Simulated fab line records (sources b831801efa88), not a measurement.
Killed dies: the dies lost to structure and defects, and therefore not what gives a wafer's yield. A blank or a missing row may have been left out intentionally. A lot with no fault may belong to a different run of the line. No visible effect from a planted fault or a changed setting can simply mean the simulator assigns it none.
fab line records | flow sky130 | part 2 of 2: steps 27 to 38 of 38
record: lots: 5 wafers: 15 lastDay: 50
route steps=708 shown LDD_P@264 LDD_HVN@267 LDD_HVP@278 LDD_LDN@289
lots untouched by any fault: they come from a run of this same line in which no faults occurred
startH: the number of hours between the record's first day and the start of the first shown wafer of the lot | waitH: hours since the lot's step before | " repeats the value in the row above | L1.1+2: several wafers, shown together as one row | - value missing, or start not given | * or withheld: withheld | < > ~ a bound
route shown NAME@n: names a module that has steps shown in the file, with the first one's number in the route | usual: average and standard deviation across the fault-free wafers | same: alike in all rows | chamber/n: place in a boat | sites: readings site by site | _std_site: the values' standard deviation | _edge_site: mean of outer sites minus mean of inner sites | radiusMm: how far each site lies from the wafer's centre | mask NAME#n: copy n | behind: tool/chamber where the wafer was last shaped | hold: what put the lot on hold/how long, in hours/how the hold closed | device: transistor that didn't switch, given as n, p or np | end of line: tests run on the same wafers once the route is complete | where a step has no rows: the recipe by itself | killed: dies that structure and defects cost at the first sort, which is not the same as the wafer's yield | map: per-die view of a wafer (x killed, . not killed, _ where there is no die)
set.NAME: setting as actually run; set.NAME@STEP: the setting as run at that earlier step | model.NAME: the simulator's own value behind a step, which no gauge read
certain route steps with their lots: each step a table, each wafer a row
services: from which hour (startH, from the record's first day; less than 0 if before it) a tool's chamber was out of use, for how many hours, and why
== steps ==
step: SKY_LDD_LDN_HMDS_01
recipe: primeTimeS: 60 primeTempC: 120
usual: exhaustPa: 44.9/0.8 primeTempC: 120.01/0.14
same: primeTimeS: 60
columns lot.wafer tool chamber startH waitH exhaustPa primeTempC
L076.3 lithoTrack-04 0 545.25 0.1 45.1 119.84
L076.4 " 0 " " 45.9 119.78
L076.6 " 0 " " 45.9 119.74
L075.3 lithoTrack-01 0 549.66 0.1 43.9 120.03
L075.5 " 0 " " 47.1 119.99
L075.6 " 0 " " 46.1 119.91
L078.3 lithoTrack-04 0 557.70 0.1 46.7 120.03
L078.4 " 0 " " 46.4 119.87
L078.6 " 0 " " 45.5 120.04
L083.3 lithoTrack-01 0 594.46 0.1 44.6 120.00
L083.4 " 0 " " 45.0 120.25
L083.5 " 0 " " 44.7 119.96
L094.2 lithoTrack-01 0 683.73 0.1 44.6 120.02
L094.3 " 0 " " 45.5 120.04
L094.4 " 0 " " 44.9 120.19
step: SKY_LDD_LDN_COAT_02
recipe: resist: NOVOLAK spinRpm: 3000 resistThkNm: 1140
usual: exhaustPa: 44.8/0.83
columns lot.wafer tool chamber startH waitH exhaustPa
L076.3 lithoTrack-04 0 545.40 0.1 44.0
L076.4 " 0 " " 44.3
L076.6 " 0 " " 44.1
L075.3 lithoTrack-01 0 549.81 0.1 43.7
L075.5 " 0 " " 44.3
L075.6 " 0 " " 43.8
L078.3 lithoTrack-04 0 557.85 0.1 44.4
L078.4 " 0 " " 44.6
L078.6 " 0 " " 45.9
L083.3 lithoTrack-01 0 594.61 0.1 44.5
L083.4 " 0 " " 44.1
L083.5 " 0 " " 44.8
L094.2 lithoTrack-01 0 683.88 0.1 45.6
L094.3 " 0 " " 45.0
L094.4 " 0 " " 46.4
step: SKY_LDD_LDN_SOFTBAKE_03
recipe: tempC: 90 timeS: 60 resist: NOVOLAK
usual: exhaustPa: 45.1/0.86
columns lot.wafer tool chamber startH waitH exhaustPa
L076.3 lithoTrack-04 0 545.55 0.1 46.6
L076.4 " 0 " " 45.0
L076.6 " 0 " " 45.5
L075.3 lithoTrack-01 0 549.96 0.1 46.3
L075.5 " 0 " " 46.4
L075.6 " 0 " " 45.8
L078.3 lithoTrack-04 0 558.00 0.1 45.9
L078.4 " 0 " " 45.5
L078.6 " 0 " " 44.8
L083.3 lithoTrack-01 0 594.76 0.1 45.7
L083.4 " 0 " " 44.8
L083.5 " 0 " " 44.4
L094.2 lithoTrack-01 0 684.03 0.1 45.5
L094.3 " 0 " " 45.8
L094.4 " 0 " " 44.7
step: SKY_LDD_LDN_EXPOSE_04
recipe: maskId: LDNTM na: 0.6 sourceShape: conventional sigmaOuter: 0.6 polarization: unpolarized targetCdNm: 700 doseMj: 140
columns lot.wafer tool chamber startH waitH mask
L076.3+4+6 ilineStepper-01 0 - - LDNTM#0
L075.3+5+6 ilineStepper-02 0 - - LDNTM#0
L078.3+4+6 ilineStepper-01 0 - - LDNTM#0
L083.3+4+5 ilineStepper-01 0 - - LDNTM#0
L094.2+3+4 ilineStepper-02 0 - - LDNTM#0
step: SKY_LDD_LDN_PEB_05
recipe: tempC: withheld timeS: * resist: NOVOLAK
usual: exhaustPa: 45.1/0.96
columns lot.wafer tool chamber startH waitH exhaustPa
L076.3 lithoTrack-04 0 - - 45.9
L076.4 " 0 " " 45.6
L076.6 " 0 " " 44.6
L075.3 lithoTrack-01 0 - - 45.3
L075.5 " 0 " " 46.5
L075.6 " 0 " " 46.2
L078.3 lithoTrack-01 0 - - 45.0
L078.4 " 0 " " 44.8
L078.6 " 0 " " 44.8
L083.3 lithoTrack-02 0 - - 45.6
L083.4 " 0 " " 46.1
L083.5 " 0 " " 45.2
L094.2 lithoTrack-04 0 - - 44.7
L094.3 " 0 " " 44.8
L094.4 " 0 " " 43.8
step: SKY_LDD_LDN_DEVELOP_06
recipe: resist: NOVOLAK developer: TMAH developTimeS: 60 devTempC: 23
usual: exhaustPa: 45.2/0.88
columns lot.wafer tool chamber startH waitH exhaustPa
L076.3 lithoTrack-04 0 560.20 0.1 44.7
L076.4 " 0 " " 46.1
L076.6 " 0 " " 45.4
L075.3 lithoTrack-01 0 564.36 0.1 44.9
L075.5 " 0 " " 45.4
L075.6 " 0 " " 45.0
L078.3 lithoTrack-01 0 572.51 0.1 45.8
L078.4 " 0 " " 46.4
L078.6 " 0 " " 46.1
L083.3 lithoTrack-02 0 609.56 0.1 45.7
L083.4 " 0 " " 45.2
L083.5 " 0 " " 44.0
L094.2 lithoTrack-04 0 698.17 0.1 44.7
L094.3 " 0 " " 46.1
L094.4 " 0 " " 44.5
step: SKY_LDD_LDN_OVL_MEAS_07
usual: LDD_LDN_OVL: -1.0/1.3
columns lot.wafer tool chamber startH waitH LDD_LDN_OVL[nm]
L076.3 overlay-01 - 560.31 0.1 -1.7
L076.4 " - " " -2.5
L076.6 " - " " -2.7
L075.3 overlay-02 - 564.47 0.1 -2.5
L075.5 " - " " -2.4
L075.6 " - " " -2.9
L078.3 overlay-02 - 572.62 0.1 0.4
L078.4 " - " " -1.4
L078.6 " - " " -0.5
L083.3 overlay-01 - 609.67 0.1 -0.1
L083.4 " - " " 0.2
L083.5 " - " " -1.3
L094.2 overlay-02 - 698.30 0.1 -1.9
L094.3 " - " " -3.8
L094.4 " - " " -3.4
step: SKY_LDD_LDN_IMPLANT_08
recipe: species: As energyKev: 14.88 doseCm2: 1.25e+13 tiltDeg: withheld rotationDeg: 23
same: implantIonAmu: 75
columns lot.wafer tool chamber startH waitH
L076.3+4+6 implanter-02 0 560.38 0.1
L075.3+5+6 implanter-02 0 564.55 0.1
L078.3+4+6 implanter-04 0 572.70 0.1
L083.3+4+5 implanter-03 0 609.74 0.1
L094.2+3+4 implanter-02 0 698.36 0.0
step: SKY_LDD_LDN_IMPLANT_09
recipe: species: As energyKev: 15 doseCm2: 1.25e+13 tiltDeg: withheld rotationDeg: 113
same: implantIonAmu: 75
columns lot.wafer tool chamber startH waitH
L076.3+4+6 implanter-02 0 560.53 0.1
L075.3+5+6 implanter-02 0 564.70 0.1
L078.3+4+6 implanter-04 0 572.85 0.1
L083.3+4+5 implanter-03 0 609.89 0.1
L094.2+3+4 implanter-02 0 698.51 0.1
step: SKY_LDD_LDN_IMPLANT_10
recipe: species: As energyKev: 15 doseCm2: 1.25e+13 tiltDeg: withheld rotationDeg: 203
same: implantIonAmu: 75
columns lot.wafer tool chamber startH waitH
L076.3+4+6 implanter-02 0 560.68 0.1
L075.3+5+6 implanter-02 0 564.85 0.1
L078.3+4+6 implanter-04 0 573.00 0.1
L083.3+4+5 implanter-03 0 610.04 0.1
L094.2+3+4 implanter-02 0 698.66 0.1
step: SKY_LDD_LDN_IMPLANT_11
recipe: species: As energyKev: 15 doseCm2: 1.25e+13 tiltDeg: withheld rotationDeg: 293
same: implantIonAmu: 75
columns lot.wafer tool chamber startH waitH
L076.3+4+6 implanter-02 0 560.83 0.1
L075.3+5+6 implanter-02 0 565.00 0.1
L078.3+4+6 implanter-04 0 573.15 0.1
L083.3+4+5 implanter-03 0 610.19 0.1
L094.2+3+4 implanter-02 0 698.81 0.1
step: SKY_LDD_LDN_STRIP_12
recipe: chemistry: O2/N2 powerW: 1400 pressureMtorr: 1500 platenTempC: withheld o2FlowSccm: 3000 n2FlowSccm: 300 overashFraction: 0.5
usual: drypumpMotorCurrentA: 5.5/0.42 oesProductAu: 0.715/0.0046 stripTimeToEndpointS: 14.17/0.052
columns lot.wafer tool chamber startH waitH drypumpMotorCurrentA oesProductAu rfHoursCounterH stripTimeToEndpointS
L076.3 plasmaAsher-01 0 560.97 0.1 6.2 0.709 - 14.15
L076.4 " 1 " " 5.6 0.713 - 14.11
L076.6 " 1 " " 5.6 0.717 - 14.07
L075.3 plasmaAsher-04 0 565.13 0.1 6.3 0.711 - 14.19
L075.5 " 1 " " 4.8 0.714 - 14.23
L075.6 " 0 " " 6.2 0.710 - 14.20
L078.3 plasmaAsher-03 1 573.28 0.1 5.4 0.715 - 14.14
L078.4 " 0 " " 5.3 0.727 - 14.13
L078.6 " 0 " " 5.3 0.716 - 14.11
L083.3 plasmaAsher-01 0 610.32 0.1 6.1 0.717 - 14.19
L083.4 " 1 " " 5.6 0.714 - 14.19
L083.5 " 1 " " 5.6 0.720 - 14.17
L094.2 plasmaAsher-04 0 698.93 0.1 6.3 0.719 27 14.28
L094.3 " 1 " " 4.8 0.711 - 14.22
L094.4 " 0 " " 6.2 0.715 - 14.24
== services ==
columns tool chamber startH hours kind
implanter-01 - 457.76 3.1 repair
implanter-01 - 466.95 2.4 repair
ilineStepper-02 - 472.71 10.2 repair
implanter-03 - 477.59 15.1 repair
plasmaAsher-03 - 503.19 2.9 repair
implanter-03 - 516.45 2.8 pm
plasmaAsher-04 - 523.43 1.3 repair
ilineStepper-01 0 535.36 - calibration
ilineStepper-02 0 538.27 - calibration
ilineStepper-02 - 540.41 1.7 pm
implanter-02 - 546.29 1.4 repair
implanter-02 - 570.28 3.7 pm
plasmaAsher-01 - 581.99 2.8 pm
ilineStepper-01 - 582.10 1.7 pm
implanter-03 - 591.04 3.4 repair
implanter-02 - 602.20 5.2 pm
ilineStepper-02 - 603.52 2.1 pm
ilineStepper-02 - 605.61 - consumableReplace:lamp
implanter-03 - 629.74 9.3 repair
implanter-03 - 638.99 5.8 pm
ilineStepper-01 - 660.38 8.9 pm
implanter-04 - 663.78 19.3 pm
ilineStepper-01 - 673.61 8.3 repair
implanter-01 - 679.62 31.2 repair
